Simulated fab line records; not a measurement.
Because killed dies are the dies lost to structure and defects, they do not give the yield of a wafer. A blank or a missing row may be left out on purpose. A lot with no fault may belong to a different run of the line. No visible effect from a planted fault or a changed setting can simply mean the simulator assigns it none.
One fault seen from 2 desks	flow sky130	only its own numbers are on each desk; what lay behind them is given at the end

== METROLOGY DESK ==
What the gauges read for every lot (on any tool): the sampled wafers with a number, averaged. Marked OUT: a lot whose mean sits more than 4 standard deviations from the usual mean, which makes it out of limits; the brackets give that distance.
Columns: A = PASSIVATION_CVD_00_THK at SKY_PASSIVATION_THK_MEAS_01, usual 90.2 nm
lot	first seen here	A
L854	day 44 00:05	90.6
L857	day 45 01:20	90.1
L859	day 45 16:32	90.9
L861	day 46 00:08	90.0
L862	day 46 01:18	90.8
L863	day 46 12:32	89.8
L866	day 47 04:33	89.8
L867	day 47 06:20	89.7
L868	day 47 14:20	89.7
L869	day 47 15:55	90.6
L871	day 48 08:18	90.8
L872	day 48 12:34	88.9
This desk's finding: nothing out of limits on any of the 12 lots.

== TOOL OWNER'S DESK, rie-metal-04 ==
The tool's own readings at SKY_METAL5_METAL_ETCH_15 (etches the open film in Cl2/BCl3, stops on SiO2, target depth 1260 nm, time 252 s): means of the sampled wafers that have a number, for each lot that ran on this tool. Marked OUT: a lot whose mean sits more than 4 standard deviations from the usual mean, which makes it out of limits; the brackets give that distance.
Columns: A = drypump-motor-current-A at SKY_METAL5_METAL_ETCH_15, usual 5.9 A; B = oes-product-au at SKY_METAL5_METAL_ETCH_15, usual 0.895 a.u.; C = throttle-valve-pct at SKY_METAL5_METAL_ETCH_15, usual 22.266 %
lot	first seen here	A	B	C
L854	day 43 22:44	5.6	0.896	22.265
L861	day 45 23:14	5.7	0.899	22.268
L863	day 46 11:25	5.5	0.894	22.266
L866	day 47 03:46	5.7	0.897	22.263
L867	day 47 05:28	5.7	0.894	22.267
L869	day 47 15:04	5.6	0.896	22.276
L871	day 48 07:31	5.7	0.893	22.266
L872	day 48 11:41	5.6	0.891	22.266
This desk's finding: nothing out of limits on any of the 8 lots.

== TAKEN TOGETHER ==
The metrology desk saw nothing out of limits.
Nothing out of limits was seen by the tool owner's desk.

== WHAT HAD BEEN PUT IN BY THE SIMULATOR ==
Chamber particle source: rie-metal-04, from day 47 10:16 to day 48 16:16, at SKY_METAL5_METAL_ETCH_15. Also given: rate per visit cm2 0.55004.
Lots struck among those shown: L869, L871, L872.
